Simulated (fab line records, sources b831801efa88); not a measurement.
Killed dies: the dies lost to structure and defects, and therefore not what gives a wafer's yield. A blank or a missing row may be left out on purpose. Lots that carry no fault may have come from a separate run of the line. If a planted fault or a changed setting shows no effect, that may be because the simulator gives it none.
fab line records | flow sky130
record: lots: 12 wafers: 36 last_day: 50
route steps=708 shown METAL3@534 VIA4@640 METAL5@664 PASSIVATION@682 PAD_OPEN@708
lots that met no fault: from a run of the same line without faults
start_h: hours from the record's opening day to when the first of the lot's shown wafers began | wait_h: hours since the lot's step before | " as in the row above | L1.1+2: a row that stands for several wafers | - no value present, or no start provided | * or withheld: withheld | < > ~ a bound
route shown NAME@n: a module of which the file shows steps, and the number in the route of the first | usual: the fault-free wafers' mean and standard deviation | same: alike in all rows | chamber/n: place in a boat | sites: per-site readings | _std_site: the values' standard deviation | _edge_site: inner sites' mean taken away from outer sites' mean | radius_mm: for every site, how far away it sits from the centre of the wafer | mask NAME#n: copy n | behind: the tool/chamber that last shaped the wafer | hold: why the lot was held/for how many hours/how that ended | device: transistor that didn't switch, given as n, p or np | end of line: tests run on the same wafers once the route is complete | step lacking rows: just its recipe | killed: count of dies lost to structure and defects at first sort (not the wafer's yield) | map: dies across one wafer; x = killed, . = not, _ = none there
set.NAME: the run value of the setting; set.NAME@STEP: its run value at that earlier step | model.NAME: the simulator's own value behind a step, which no gauge read
one table for each step of the route and one row for each wafer, over a sample of lots
services: a tool's chamber out of use, with start hour (start_h, from the record's first day; less than 0 if before it), hours out, and reason
== steps ==
step: SKY_METAL3_SPUTTER_02
recipe: material: AlCu target_thk_nm: 735 power_w: 10600 time_s: 39.1 chamber_pressure_pa: 0.4
usual: throttle_valve_pct: 29.9/0.78
columns lot.wafer tool chamber start_h wait_h throttle_valve_pct
L999.1 pvd_sputter-04 - 869.53 0.0 31.0
L999.4 " - " " 30.8
L999.6 " - " " 29.3
L101.4 pvd_sputter-02 - 881.07 0.0 29.8
L101.5 " - " " 29.5
L101.6 " - " " 29.2
L105.2 pvd_sputter-02 - 906.37 0.0 29.3
L105.3 " - " " 28.9
L105.4 " - " " 29.7
L109.1 pvd_sputter-02 - 941.87 0.0 28.8
L109.2 " - " " 29.4
L109.5 " - " " 29.4
L111.2 pvd_sputter-04 - 954.47 0.0 30.8
L111.4 " - " " 30.6
L111.5 " - " " 30.6
L113.1 pvd_sputter-04 - 970.52 0.0 30.8
L113.3 " - " " 30.6
L113.6 " - " " 30.9
L114.2 pvd_sputter-04 - 975.23 0.0 30.5
L114.3 " - " " 29.2
L114.6 " - " " 30.8
L116.1 pvd_sputter-04 - 991.28 0.0 29.3
L116.3 " - " " 30.9
L116.4 " - " " 30.8
L117.2 pvd_sputter-02 - 993.51 0.0 29.9
L117.3 " - " " 29.4
L117.6 " - " " 29.7
L118.1 pvd_sputter-04 - 993.80 0.0 29.3
L118.3 " - " " 30.9
L118.5 " - " " 30.8
L119.2 pvd_sputter-04 - 1003.14 0.0 29.3
L119.3 " - " " 30.6
L119.5 " - " " 28.9
L120.1 pvd_sputter-02 - 1011.24 0.0 28.9
L120.2 " - " " 28.9
L120.3 " - " " 29.6
step: SKY_VIA4_THK_MEAS_01
recipe: reads: SiO2_of_VIA4_HDPCVD_00
usual: VIA4_HDPCVD_THK: 1744/19
columns lot.wafer tool chamber start_h wait_h VIA4_HDPCVD_THK[nm]
L999.1 film_metro-03 - 996.47 0.1 1766
L999.4 " - " " 1774
L999.6 " - " " 1756
L101.4 film_metro-02 - 1007.99 0.0 1753
L101.5 " - " " 1747
L101.6 " - " " 1776
L105.2 film_metro-04 - 1032.57 0.1 1738
L105.3 " - " " 1738
L105.4 " - " " 1735
L109.1 film_metro-03 - 1064.79 0.1 1752
L109.2 " - " " 1733
L109.5 " - " " 1749
L111.2 film_metro-04 - 1075.12 0.1 1742
L111.4 " - " " 1746
L111.5 " - " " 1743
L113.1 film_metro-03 - 1090.35 0.1 1736
L113.3 " - " " 1735
L113.6 " - " " 1747
L114.2 film_metro-02 - 1094.51 0.1 1744
L114.3 " - " " 1739
L114.6 " - " " 1750
L116.1 film_metro-03 - 1105.80 0.1 1722
L116.3 " - " " 1718
L116.4 " - " " 1740
L117.2 film_metro-02 - 1109.95 0.2 1747
L117.3 " - " " 1730
L117.6 " - " " 1742
L118.1 film_metro-03 - 1110.50 0.1 1725
L118.3 " - " " 1757
L118.5 " - " " 1729
L119.2 film_metro-04 - 1117.92 0.1 1724
L119.3 " - " " 1718
L119.5 " - " " 1722
L120.1 film_metro-03 - 1124.51 0.1 1722
L120.2 " - " " 1713
L120.3 " - " " 1696
step: SKY_METAL5_SPUTTER_03
recipe: material: Ti target_thk_nm: 5 power_w: 3000 time_s: 3.3 chamber_pressure_pa: 0.4
usual: throttle_valve_pct: 30.5/0.96
columns lot.wafer tool chamber start_h wait_h throttle_valve_pct
L999.1 pvd_sputter-01 - 1020.35 0.0 28.7
L999.4 " - " " 30.5
L999.6 " - " " 30.7
L101.4 pvd_sputter-03 - 1032.46 0.0 31.4
L101.5 " - " " 31.0
L101.6 " - " " 32.1
L105.2 pvd_sputter-03 - 1056.60 0.0 30.8
L105.3 " - " " 30.4
L105.4 " - " " 31.7
L109.1 pvd_sputter-01 - 1088.69 0.0 30.0
L109.2 " - " " 30.5
L109.5 " - " " 29.7
L111.2 pvd_sputter-03 - 1096.69 0.0 31.7
L111.4 " - " " 32.0
L111.5 " - " " 31.8
L113.1 pvd_sputter-03 - 1112.25 0.0 31.9
L113.3 " - " " 30.9
L113.6 " - " " 31.9
L114.2 pvd_sputter-03 - 1117.22 0.0 30.6
L114.3 " - " " 32.1
L114.6 " - " " 30.8
L116.1 pvd_sputter-03 - 1126.91 0.0 30.6
L116.3 " - " " 31.6
L116.4 " - " " 31.6
L117.2 pvd_sputter-01 - 1131.22 0.0 28.5
L117.3 " - " " 30.6
L117.6 " - " " 28.6
L118.1 pvd_sputter-04 - 1132.12 0.0 31.0
L118.3 " - " " 29.1
L118.5 " - " " 30.6
L119.2 pvd_sputter-04 - 1138.85 0.0 29.2
L119.3 " - " " 31.1
L119.5 " - " " 30.6
L120.1 pvd_sputter-04 - 1144.66 0.0 30.5
L120.2 " - " " 30.6
L120.3 " - " " 29.2
step: SKY_PASSIVATION_THK_MEAS_01
recipe: reads: SiO2_of_PASSIVATION_CVD_00
usual: PASSIVATION_CVD_00_THK: 89.7/1.4
columns lot.wafer tool chamber start_h wait_h PASSIVATION_CVD_00_THK[nm]
L999.1 film_metro-03 - 1044.01 - 89.0
L999.4 " - " " 89.1
L999.6 " - " " 88.9
L101.4 film_metro-01 - 1055.13 - 90.5
L101.5 " - " " 91.6
L101.6 " - " " 91.4
L105.2 film_metro-04 - 1078.83 - 87.5
L105.3 " - " " 89.0
L105.4 " - " " 89.3
L109.1 film_metro-03 - 1109.94 - 90.0
L109.2 " - " " 90.4
L109.5 " - " " 91.9
L111.2 film_metro-04 - 1118.50 - 87.8
L111.4 " - " " 88.6
L111.5 " - " " 89.8
L113.1 film_metro-04 - 1132.91 - 89.8
L113.3 " - " " 90.1
L113.6 " - " " 91.0
L114.2 film_metro-01 - 1137.35 - 88.5
L114.3 " - " " 89.9
L114.6 " - " " 89.9
L116.1 film_metro-01 - 1145.39 - 89.4
L116.3 " - " " 88.2
L116.4 " - " " 91.6
L117.2 film_metro-01 - 1150.97 - 89.0
L117.3 " - " " 88.4
L117.6 " - " " 89.9
L118.1 film_metro-03 - 1152.40 - 89.1
L118.3 " - " " 87.6
L118.5 " - " " 90.9
L119.2 film_metro-03 - 1158.41 - 88.7
L119.3 " - " " 87.9
L119.5 " - " " 88.8
L120.1 film_metro-01 - 1163.69 - 92.0
L120.2 " - " " 90.3
L120.3 " - " " 91.7
step: SKY_PAD_OPEN_PROBE_99
usual: defect_limited_yield: 82.5/1.9 killed_at_M0_to_M3: 43/6.8 killed_at_M4_up: 3.2/1.7 killed_at_contacts: 24/5.7 killed_at_front_end: 16/4.3 killed_at_other: 0.3/0.56 killed_dies: 86/9.5 killed_open: 47/6.9 killed_short: 39/5.8 sort_bin_3_pad_short: 0.9/0.39 sort_bin_5_function: 10.3/1.5 sort_bin_6_memory: 6.3/1.1 sort_n_pass: 406/9.5 sort_yield_pct: 82.5/1.9
same: gross_dies: 492 killed_at_back_side: 0 sort_bin_4_leakage[%]: 0 sort_bin_8_speed[%]: 0
columns lot.wafer tool chamber start_h wait_h hold defect_limited_yield[%] killed_at_M0_to_M3 killed_at_M4_up killed_at_contacts killed_at_front_end killed_at_other killed_dies killed_open killed_short sort_bin_3_pad_short[%] sort_bin_5_function[%] sort_bin_6_memory[%] sort_n_pass sort_yield_pct[%]
L999.1 prober-02 - 1090.17 0.1 - 80.3 54 2 26 15 0 97 53 44 0.4 11.8 7.5 395 80.3
L999.4 prober-02 - 1090.32 0.2 - 83.9 48 3 17 11 0 79 40 39 0.8 8.9 6.3 413 83.9
L999.6 prober-02 - 1090.42 0.2 - 83.5 44 5 22 10 0 81 45 36 0.8 9.6 6.1 411 83.5
L101.4 prober-01 - 1100.13 0.2 - 78.5 58 3 32 13 0 106 57 49 1.2 12.8 7.5 386 78.5
L101.5 prober-01 - 1100.18 0.2 - 85.6 43 1 15 12 0 71 37 34 1.0 7.7 5.7 421 85.6
L101.6 prober-01 - 1100.23 0.2 - 81.9 48 3 28 10 0 89 51 38 1.2 10.4 6.5 403 81.9
L105.2 prober-02 - 1120.97 0.1 await_dispo/3.0h/release 82.3 47 6 26 8 0 87 46 41 0.6 11.6 5.5 405 82.3
L105.3 prober-02 - 1121.02 0.2 await_dispo/3.0h/release 75.6 77 2 29 12 0 120 45 39 2.6 16.5 5.3 372 75.6
L105.4 prober-02 - 1121.07 0.2 await_dispo/3.0h/release 82.5 49 3 15 19 0 86 46 40 0.6 11.0 5.9 406 82.5
L109.1 prober-02 - 1150.17 0.1 await_dispo/6.7h/release 73.6 84 6 25 15 0 130 48 42 1.8 16.7 7.9 362 73.6
L109.2 prober-02 - 1150.22 0.1 await_dispo/6.7h/release 79.9 48 5 33 13 0 99 56 43 1.0 11.0 8.1 393 79.9
L109.5 prober-02 - 1150.37 0.2 await_dispo/6.7h/release 79.9 44 6 31 18 0 99 53 46 0.4 13.6 6.1 393 79.9
L111.2 prober-02 - 1158.72 0.1 - 83.7 44 2 19 14 1 80 44 35 0.8 9.3 6.1 412 83.7
L111.4 prober-02 - 1158.82 0.2 - 83.7 46 3 18 13 0 80 43 37 0.8 8.5 6.9 412 83.7
L111.5 prober-02 - 1158.87 0.2 - 80.1 44 4 30 20 0 98 56 41 1.0 12.0 6.9 394 80.1
L113.1 prober-02 - 1171.82 0.1 - 83.1 48 1 18 16 0 83 43 40 1.2 9.8 5.9 409 83.1
L113.3 prober-02 - 1171.92 0.2 - 80.1 43 1 29 25 0 98 62 35 0.8 11.4 7.7 394 80.1
L113.6 prober-02 - 1172.07 0.2 - 81.5 50 5 19 16 1 91 47 44 1.2 10.2 7.1 401 81.5
L114.2 prober-01 - 1176.51 0.1 - 82.5 49 1 19 17 0 86 39 47 0.8 10.0 6.7 406 82.5
L114.3 prober-01 - 1176.56 0.2 - 80.1 54 2 20 22 0 98 55 40 0.8 10.0 9.1 394 80.1
L114.6 prober-01 - 1176.71 0.2 - 83.9 42 3 20 14 0 79 47 32 0.4 8.7 6.9 413 83.9
L116.1 prober-02 - 1182.62 0.1 - 84.3 45 3 18 10 1 77 46 30 0.8 7.1 7.7 415 84.3
L116.3 prober-02 - 1182.72 0.2 - 82.5 44 6 21 14 1 86 46 39 1.4 9.6 6.5 406 82.5
L116.4 prober-02 - 1182.77 0.2 - 85.6 37 2 19 13 0 71 37 33 0.4 9.1 4.9 421 85.6
L117.2 prober-01 - 1186.88 0.1 - 87.4 28 1 19 12 2 62 31 30 0.8 7.1 4.7 430 87.4
L117.3 prober-01 - 1186.93 0.2 - 84.6 37 3 23 13 0 76 42 34 0.6 8.9 5.9 416 84.6
L117.6 prober-01 - 1187.08 0.2 - 83.9 43 2 22 12 0 79 44 35 1.2 8.7 6.1 413 83.9
L118.1 prober-02 - 1188.52 0.1 - 82.3 42 2 27 15 1 87 42 45 1.2 10.0 6.5 405 82.3
L118.3 prober-02 - 1188.62 0.2 - 83.3 44 3 23 12 0 82 49 33 0.6 10.0 6.1 410 83.3
L118.5 prober-02 - 1188.72 0.2 - 81.3 50 2 26 14 0 92 48 44 1.0 11.2 6.5 400 81.3
L119.2 prober-01 - 1194.91 0.1 - 85.6 30 2 20 18 1 71 42 29 0.4 8.3 5.7 421 85.6
L119.3 prober-01 - 1194.96 0.2 - 79.5 43 1 32 24 1 101 58 41 1.0 11.0 8.5 391 79.5
L119.5 prober-01 - 1195.06 0.2 - 81.9 41 5 26 15 2 89 38 49 1.0 10.2 6.9 403 81.9
L120.1 prober-01 - 1198.59 0.1 - 85.0 38 6 16 13 1 74 40 34 0.2 10.4 4.5 418 85.0
L120.2 prober-01 - 1198.64 0.1 - 80.9 49 2 23 20 0 94 61 33 0.6 11.2 7.3 398 80.9
L120.3 prober-01 - 1198.69 0.2 - 83.3 45 1 21 15 0 82 43 38 1.0 9.3 6.3 410 83.3
killed by level:class
L999.1 VIA1:geometric_particle:open=12 LI_CONTACT:geometric_particle:open=11 VIA2:geometric_particle:open=9 CONTACT:geometric_particle:short=6 METAL1:geometric_particle:short=6 VIA1:geometric_particle:short=6 METAL2:geometric_particle:short=6 POLY_GATE:geometric_particle:open=5
L999.4 METAL2:geometric_particle:short=7 LI_CONTACT:geometric_particle:open=6 CONTACT:geometric_particle:open=6 VIA1:geometric_particle:open=6 METAL1:geometric_particle:short=5 VIA3:geometric_particle:short=5 VIA2:geometric_particle:open=5 METAL3:geometric_particle:short=5
L999.6 VIA1:geometric_particle:open=11 VIA3:geometric_particle:open=8 LI_CONTACT:geometric_particle:short=6 LI_CONTACT:geometric_particle:open=6 FIELD_ISO:geometric_particle:short=5 CONTACT:geometric_particle:open=5 VIA2:geometric_particle:open=5 CONTACT:geometric_particle:short=4
L101.4 CONTACT:geometric_particle:open=13 METAL1:geometric_particle:short=10 VIA1:geometric_particle:open=10 LI_CONTACT:geometric_particle:open=8 METAL2:geometric_particle:short=8 VIA3:geometric_particle:open=7 VIA3:geometric_particle:short=6 FIELD_ISO:geometric_particle:open=5
L101.5 VIA2:geometric_particle:open=8 CONTACT:geometric_particle:open=6 VIA1:geometric_particle:open=6 VIA3:geometric_particle:short=5 METAL1:geometric_particle:short=5 VIA2:geometric_particle:short=5 VIA3:geometric_particle:open=5 FIELD_ISO:geometric_particle:open=3
L101.6 LI_CONTACT:geometric_particle:open=10 CONTACT:geometric_particle:open=8 METAL2:geometric_particle:short=8 VIA1:geometric_particle:open=8 METAL1:geometric_particle:open=6 FIELD_ISO:geometric_particle:open=5 METAL1:geometric_particle:short=5 VIA3:geometric_particle:short=5
L105.2 CONTACT:geometric_particle:open=12 VIA2:geometric_particle:short=9 VIA1:geometric_particle:open=8 CONTACT:geometric_particle:short=5 LI_CONTACT:geometric_particle:open=5 VIA1:geometric_particle:short=5 VIA2:geometric_particle:open=5 VIA3:geometric_particle:open=5
L105.3 METAL3:unspecified=36 VIA1:geometric_particle:open=11 CONTACT:geometric_particle:open=11 LI_CONTACT:geometric_particle:open=9 VIA2:geometric_particle:open=5 FIELD_ISO:geometric_particle:short=4 LI_CONTACT:geometric_particle:short=4 VIA3:geometric_particle:open=4
L105.4 VIA1:geometric_particle:open=17 VIA1:geometric_particle:short=9 METAL2:geometric_particle:short=7 FIELD_ISO:geometric_particle:short=6 LI_CONTACT:geometric_particle:open=6 METAL1:geometric_particle:short=5 CONTACT:geometric_particle:open=4 FIELD_ISO:geometric_particle:open=3
L109.1 METAL3:unspecified=40 VIA1:geometric_particle:open=12 LI_CONTACT:geometric_particle:open=7 CONTACT:geometric_particle:open=7 METAL2:geometric_particle:short=6 VIA2:geometric_particle:open=6 VIA3:geometric_particle:open=5 FIELD_ISO:geometric_particle:short=4
L109.2 VIA1:geometric_particle:open=13 CONTACT:geometric_particle:open=9 LI_CONTACT:geometric_particle:open=9 CONTACT:geometric_particle:short=8 VIA2:geometric_particle:open=8 LOCAL_INTERCONNECT:geometric_particle:short=6 VIA1:geometric_particle:short=6 VIA3:geometric_particle:open=6
L109.5 VIA1:geometric_particle:open=12 VIA3:geometric_particle:open=9 LI_CONTACT:geometric_particle:open=8 CONTACT:geometric_particle:open=8 LOCAL_INTERCONNECT:geometric_particle:short=7 VIA2:geometric_particle:open=7 CONTACT:geometric_particle:short=6 POLY_GATE:geometric_particle:short=5
L111.2 CONTACT:geometric_particle:open=10 VIA1:geometric_particle:open=9 VIA2:geometric_particle:open=7 VIA3:geometric_particle:open=7 VIA1:geometric_particle:short=6 FIELD_ISO:geometric_particle:open=3 POLY_GATE:geometric_particle:short=3 VIA2:geometric_particle:short=3
L111.4 VIA1:geometric_particle:open=17 FIELD_ISO:geometric_particle:open=6 VIA1:geometric_particle:short=6 LI_CONTACT:geometric_particle:open=5 LOCAL_INTERCONNECT:geometric_particle:short=5 CONTACT:geometric_particle:short=5 METAL1:geometric_particle:short=5 VIA3:geometric_particle:open=5
L111.5 CONTACT:geometric_particle:open=16 VIA1:geometric_particle:open=11 VIA1:geometric_particle:short=10 LI_CONTACT:geometric_particle:open=6 FIELD_ISO:geometric_particle:short=5 FIELD_ISO:geometric_particle:open=5 VIA2:geometric_particle:open=5 VIA3:geometric_particle:open=5
L113.1 VIA1:geometric_particle:open=10 VIA3:geometric_particle:open=10 CONTACT:geometric_particle:open=7 FIELD_ISO:geometric_particle:short=6 METAL2:geometric_particle:short=5 METAL3:geometric_particle:short=4 POLY_GATE:geometric_particle:short=4 METAL1:geometric_particle:short=4
L113.3 VIA1:geometric_particle:open=17 LI_CONTACT:geometric_particle:open=10 VIA2:geometric_particle:open=9 POLY_GATE:geometric_particle:short=6 CONTACT:geometric_particle:short=5 CONTACT:geometric_particle:open=5 FIELD_ISO:geometric_particle:open=4 POLY_GATE:geometric_particle:open=4
L113.6 VIA1:geometric_particle:open=11 VIA3:geometric_particle:open=9 CONTACT:geometric_particle:open=7 VIA1:geometric_particle:short=6 CONTACT:geometric_particle:short=6 LI_CONTACT:geometric_particle:open=5 METAL2:geometric_particle:short=5 VIA3:geometric_particle:short=5
L114.2 VIA1:geometric_particle:short=11 METAL1:geometric_particle:short=7 VIA2:geometric_particle:open=6 VIA3:geometric_particle:open=6 FIELD_ISO:geometric_particle:open=5 POLY_GATE:geometric_particle:open=5 LI_CONTACT:geometric_particle:open=5 LOCAL_INTERCONNECT:geometric_particle:short=5
L114.3 VIA1:geometric_particle:open=14 LI_CONTACT:geometric_particle:open=8 VIA3:geometric_particle:open=8 VIA2:geometric_particle:open=8 POLY_GATE:geometric_particle:short=6 CONTACT:geometric_particle:open=5 VIA3:geometric_particle:short=5 FIELD_ISO:geometric_particle:short=4
L114.6 VIA3:geometric_particle:open=9 VIA1:geometric_particle:short=9 VIA1:geometric_particle:open=9 LI_CONTACT:geometric_particle:open=8 CONTACT:geometric_particle:open=6 FIELD_ISO:geometric_particle:short=5 POLY_GATE:geometric_particle:open=5 VIA3:geometric_particle:short=4
L116.1 VIA3:geometric_particle:open=13 VIA1:geometric_particle:open=10 LI_CONTACT:geometric_particle:open=6 VIA2:geometric_particle:short=6 CONTACT:geometric_particle:short=5 CONTACT:geometric_particle:open=5 VIA1:geometric_particle:short=4 METAL1:geometric_particle:open=3
L116.3 CONTACT:geometric_particle:open=12 METAL1:geometric_particle:short=8 VIA1:geometric_particle:open=7 VIA3:geometric_particle:open=7 VIA1:geometric_particle:short=6 VIA2:geometric_particle:open=6 FIELD_ISO:geometric_particle:short=4 POLY_GATE:geometric_particle:short=4
L116.4 VIA3:geometric_particle:open=8 VIA2:geometric_particle:open=7 VIA3:geometric_particle:short=6 POLY_GATE:geometric_particle:open=5 CONTACT:geometric_particle:open=5 LI_CONTACT:geometric_particle:open=4 CONTACT:geometric_particle:short=4 LI_CONTACT:geometric_particle:short=3
L117.2 LI_CONTACT:geometric_particle:open=6 CONTACT:geometric_particle:short=6 VIA1:geometric_particle:open=5 POLY_GATE:geometric_particle:open=4 METAL2:geometric_particle:short=4 VIA3:geometric_particle:open=4 FIELD_ISO:geometric_particle:open=3 METAL3:geometric_particle:short=3
L117.3 VIA1:geometric_particle:open=8 VIA2:geometric_particle:open=7 LI_CONTACT:geometric_particle:open=7 METAL2:geometric_particle:short=5 CONTACT:geometric_particle:open=5 FIELD_ISO:geometric_particle:short=4 METAL1:geometric_particle:short=3 POLY_GATE:geometric_particle:short=3
L117.6 CONTACT:geometric_particle:open=8 METAL2:geometric_particle:short=8 VIA1:geometric_particle:open=6 LI_CONTACT:geometric_particle:open=6 POLY_GATE:geometric_particle:open=5 VIA1:geometric_particle:short=5 VIA2:geometric_particle:open=5 VIA3:geometric_particle:open=5
L118.1 VIA3:geometric_particle:open=12 LI_CONTACT:geometric_particle:open=9 METAL2:geometric_particle:short=7 CONTACT:geometric_particle:open=7 METAL1:geometric_particle:short=6 VIA1:geometric_particle:open=6 FIELD_ISO:geometric_particle:short=4 POLY_GATE:geometric_particle:short=4
L118.3 VIA1:geometric_particle:open=14 VIA3:geometric_particle:open=9 CONTACT:geometric_particle:open=8 FIELD_ISO:geometric_particle:short=7 LI_CONTACT:geometric_particle:open=6 CONTACT:geometric_particle:short=5 VIA2:geometric_particle:open=5 VIA2:geometric_particle:short=4
L118.5 VIA3:geometric_particle:open=10 VIA1:geometric_particle:open=9 CONTACT:geometric_particle:open=8 VIA2:geometric_particle:open=8 VIA1:geometric_particle:short=7 CONTACT:geometric_particle:short=5 LOCAL_INTERCONNECT:geometric_particle:short=5 METAL1:geometric_particle:short=5
L119.2 LI_CONTACT:geometric_particle:open=11 FIELD_ISO:geometric_particle:open=9 VIA2:geometric_particle:open=5 VIA1:geometric_particle:open=5 METAL3:geometric_particle:short=4 VIA1:geometric_particle:short=4 METAL2:geometric_particle:short=4 CONTACT:geometric_particle:short=4
L119.3 CONTACT:geometric_particle:open=14 VIA1:geometric_particle:open=14 LI_CONTACT:geometric_particle:open=8 FIELD_ISO:geometric_particle:short=7 CONTACT:geometric_particle:short=7 VIA2:geometric_particle:open=7 FIELD_ISO:geometric_particle:open=6 VIA1:geometric_particle:short=6
L119.5 CONTACT:geometric_particle:open=9 VIA1:geometric_particle:open=9 METAL1:geometric_particle:short=8 VIA3:geometric_particle:open=6 METAL2:geometric_particle:short=6 CONTACT:geometric_particle:short=6 LI_CONTACT:geometric_particle:open=5 LOCAL_INTERCONNECT:geometric_particle:short=4
L120.1 VIA1:geometric_particle:open=9 LI_CONTACT:geometric_particle:open=7 VIA2:geometric_particle:open=7 METAL4:geometric_particle:short=5 CONTACT:geometric_particle:open=4 VIA3:geometric_particle:open=4 POLY_CUT:geometric_particle:short=3 POLY_GATE:geometric_particle:open=3
L120.2 CONTACT:geometric_particle:open=11 VIA2:geometric_particle:open=10 VIA1:geometric_particle:open=9 POLY_GATE:geometric_particle:open=7 VIA3:geometric_particle:open=6 LI_CONTACT:geometric_particle:open=5 VIA1:geometric_particle:short=5 METAL2:geometric_particle:short=5
L120.3 VIA1:geometric_particle:open=14 VIA3:geometric_particle:open=9 FIELD_ISO:geometric_particle:short=8 CONTACT:geometric_particle:open=6 VIA2:geometric_particle:short=5 LOCAL_INTERCONNECT:geometric_particle:short=4 METAL1:geometric_particle:short=4 LI_CONTACT:geometric_particle:open=4
== services ==
columns tool chamber start_h hours kind
pvd_sputter-03 - 871.82 5.3 repair
pvd_sputter-01 - 878.05 16.1 repair
pvd_sputter-03 - 940.61 5.2 repair
pvd_sputter-02 1 941.48 - consumable_replace:kit
pvd_sputter-02 1 941.48 18.0 scheduled_down
pvd_sputter-02 1 941.48 18.0 vent_cycle
pvd_sputter-03 - 944.92 1.8 repair
pvd_sputter-01 2 993.62 - consumable_replace:kit
pvd_sputter-01 2 993.62 18.0 scheduled_down
pvd_sputter-01 2 993.62 18.0 vent_cycle
pvd_sputter-03 1 1016.21 - consumable_replace:kit
pvd_sputter-03 1 1016.21 18.0 scheduled_down
pvd_sputter-03 1 1016.21 18.0 vent_cycle
pvd_sputter-04 1 1045.41 - consumable_replace:kit
pvd_sputter-04 1 1045.41 18.0 scheduled_down
pvd_sputter-04 1 1045.41 18.0 vent_cycle
pvd_sputter-02 - 1050.95 0.7 repair
pvd_sputter-04 - 1053.14 3.7 repair
pvd_sputter-01 1 1088.76 - consumable_replace:kit
pvd_sputter-03 - 1127.05 0.6 repair
pvd_sputter-02 0 1130.19 - consumable_replace:kit
pvd_sputter-02 0 1130.19 18.0 scheduled_down
pvd_sputter-02 0 1130.19 18.0 vent_cycle
pvd_sputter-03 - 1142.84 1.0 repair
== key ==
first_sign: step: SKY_PAD_OPEN_PROBE_99 reading: killed_at_M0_to_M3 direction: up sigmas: 5.5 usual: 43 struck: 80
effect: step: SKY_PAD_OPEN_PROBE_99 reading: sort_bin_5_function direction: up sigmas: 4.2 usual: 10.3 struck: 16.6
met_at SKY_METAL3_SPUTTER_02
struck_lots L105,L109
struck_wafers L105.3,L109.1
not_acting_at SKY_VIA4_THK_MEAS_01,SKY_METAL5_SPUTTER_03,SKY_PASSIVATION_THK_MEAS_01
fault: kind: chamber_particle_source tool: pvd_sputter-02 chamber: - onset_h: 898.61 steps: SKY_METAL3_SPUTTER_02 rate_per_visit_cm2: 0.51554 end_h: 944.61 scope: struck_wafers_only
